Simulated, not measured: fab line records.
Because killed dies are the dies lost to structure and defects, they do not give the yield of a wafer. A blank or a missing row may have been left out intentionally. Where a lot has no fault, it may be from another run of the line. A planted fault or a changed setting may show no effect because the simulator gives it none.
Which of the tools did it? | flow gf180mcu | 7 lots, 21 wafers sampled, at 1 step of a route of 602

== WHAT THE GAUGES SHOWED, per wafer ==
GF_HV_LDD_CD_MEAS_19: target cd 400 nm.
lot  | measured     | on       | cdNm (nm)
L386 | day 10 23:04 | cdSem-02 | 399.2 395.7 399.3
L388 | day 11 17:46 | cdSem-02 | 395.7 399.3 399.3
L392 | day 12 23:48 | cdSem-01 | 399.2 398.4 399.7
L397 | day 14 13:29 | cdSem-01 | 400.1 398.9 401.4
L403 | day 16 08:19 | cdSem-01 | 399.8 397.8 402.5
L405 | day 17 01:10 | cdSem-02 | 400.2 401.1 401.9
L408 | day 18 00:44 | cdSem-02 | 396.4 396.6 396.3

== TOOL THAT RAN EACH LOT (tool first, then ch and the chambers of the sampled wafers, then the start) ==
There is no process step in the record ahead of these readings.

== THE ANSWER, worked out from the rows above alone ==
Rule: usual is defined by the lots themselves. The widest of any qualifying gaps counts: lots, ordered by their means at a reading, are off when they make up no more than a third of the lots, leave a main group of 4 or more, and stand apart from it by 3 or more times the standard deviation of that group's means. Not used: any main group whose means are identical at the precision the tables above print for the reading. Also off: a lot with no number at a reading for which 4 or more lots have one. All remaining lots with rows at the step are treated as sound.
Across all readings shown, no lot is off: no conclusion can be drawn from this.

== WHAT THE SIMULATOR HAD PUT IN ==
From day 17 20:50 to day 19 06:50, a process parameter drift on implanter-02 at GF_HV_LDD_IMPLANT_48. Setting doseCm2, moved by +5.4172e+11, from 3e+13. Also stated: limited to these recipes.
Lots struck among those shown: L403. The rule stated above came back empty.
